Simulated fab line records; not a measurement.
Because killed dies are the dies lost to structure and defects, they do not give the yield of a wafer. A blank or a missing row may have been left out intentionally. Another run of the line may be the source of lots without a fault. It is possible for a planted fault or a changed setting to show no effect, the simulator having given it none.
8D (eight disciplines) problem report, filled in by code    flow sky130    the parts of the form that need people (team, actions taken, sign-off) are left out

## 1. PROBLEM STATEMENT
VT_ADJUST_HVTR_TW at SKY_VT_ADJUST_HVTR_TW_MEAS_11 reads a mean of 30 on 6 wafers of 2 lots; wafers without a fault read 209 with a standard deviation of 3.1. That is -58 standard deviations from the usual mean.
The first sign was on wafer L295.1 at day 11 19:26, on film-metro-02. The record holds 42 wafers of 14 lots with a number at this step. Rule for "out" (also "out of limits"): further than 4 standard deviations from the usual mean. The rest of the wafers with a number are treated as sound.

## 2. WHAT IT IS, WHAT IT ISN'T
question                     is                            is not
which readings at this step  VT_ADJUST_HVTR_TW             -
which lots                   L295, L296                    L293, L300, L301, L302, L303, L304, L305, L306, L307, L308, L310, L311
which wafers of those lots   all that have a number        -
read on which gauges         film-metro-02, film-metro-03  film-metro-04
when                         from day 11 19:26             up to then (3 sound wafers); but 33 sound wafers of L300, L301, L302, L303, L304, L305, L306, L307, L308, L310, L311 came after

## 3. WHAT RULES OUT EACH SUSPECT
Counting: a tool stays on the suspect list if, at a process step up to the reading, it processed all lots that are out and no sound lot following the first of them.
- the gauge at SKY_VT_ADJUST_HVTR_TW_MEAS_11 is ruled out. 2 gauges (film-metro-02, film-metro-03) read the wafers that are out.
- plasma-asher-03 at SKY_VT_ADJUST_NCORE_STRIP_10 (strips in O2/N2): ruled out as a lasting fault. The sound lots L301, L302, L303, L304, L305, L306, L308, L311 went through it after L295, its earliest lot that is out (day 10 19:29).
- plasma-asher-01 at SKY_VT_ADJUST_HVTR_STRIP_10 (strips in O2/N2): ruled out as a lasting fault. The sound lots L301, L303, L308, L311 went through it after L295, its earliest lot that is out (day 11 19:20).
Left after counting: nothing in the record.

## 4. THE CAUSE (what the simulator had put in)
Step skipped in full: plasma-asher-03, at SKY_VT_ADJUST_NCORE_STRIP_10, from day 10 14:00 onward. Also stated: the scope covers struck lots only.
The count ruled it out by mistake, since the rule takes a fault to strike every lot its tool runs from the start of the fault on, and this one did not do so.

## 5. SEQUENCE OF EFFECTS, ordered by route
Each row: a reading whose mean over the struck wafers that have a number lies more than 3 standard deviations from the usual. Only readings for which the record gives a usual standard deviation are gone through. hours: the time from each lot's start at the first step in this table that gives one to its start at this step, as a median over the lots. sigmas: the change in usual standard deviations.
hours  step                           reading                   usual    on struck wafers  change  sigmas
0      SKY_VT_ADJUST_HVTR_STRIP_10    strip-time-to-endpoint-s  14.18 s  31.23             +17.05  +99 or more
0      SKY_VT_ADJUST_HVTR_TW_MEAS_11  VT_ADJUST_HVTR_TW         209      30                -180    -58
It contains these process steps:
- SKY_VT_ADJUST_HVTR_STRIP_10: strips in O2/N2.
Readings that are blank on the struck wafers while sound wafers have them: chamber-pressure-mTorr at SKY_VT_ADJUST_NCORE_STRIP_10; drypump-motor-current-A at SKY_VT_ADJUST_NCORE_STRIP_10; oes-product-au at SKY_VT_ADJUST_NCORE_STRIP_10; strip-time-to-endpoint-s at SKY_VT_ADJUST_NCORE_STRIP_10.
Later steps that measure or inspect, where all struck wafers having a row at the step show a number for every such reading and not one has moved that far: SKY_LDD_N_OVL_MEAS_07.

## 6. HOW IT WOULD HAVE BEEN CAUGHT EARLIER
The first out-of-limits reading at a measuring or inspecting step in this record came at day 11 19:26, 29 hours after the fault's start at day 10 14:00.
At SKY_VT_ADJUST_NCORE_STRIP_10 the tool's readings are blank on the struck wafers, where sound wafers have them: an empty tool record is the first sign, and it was there at once.
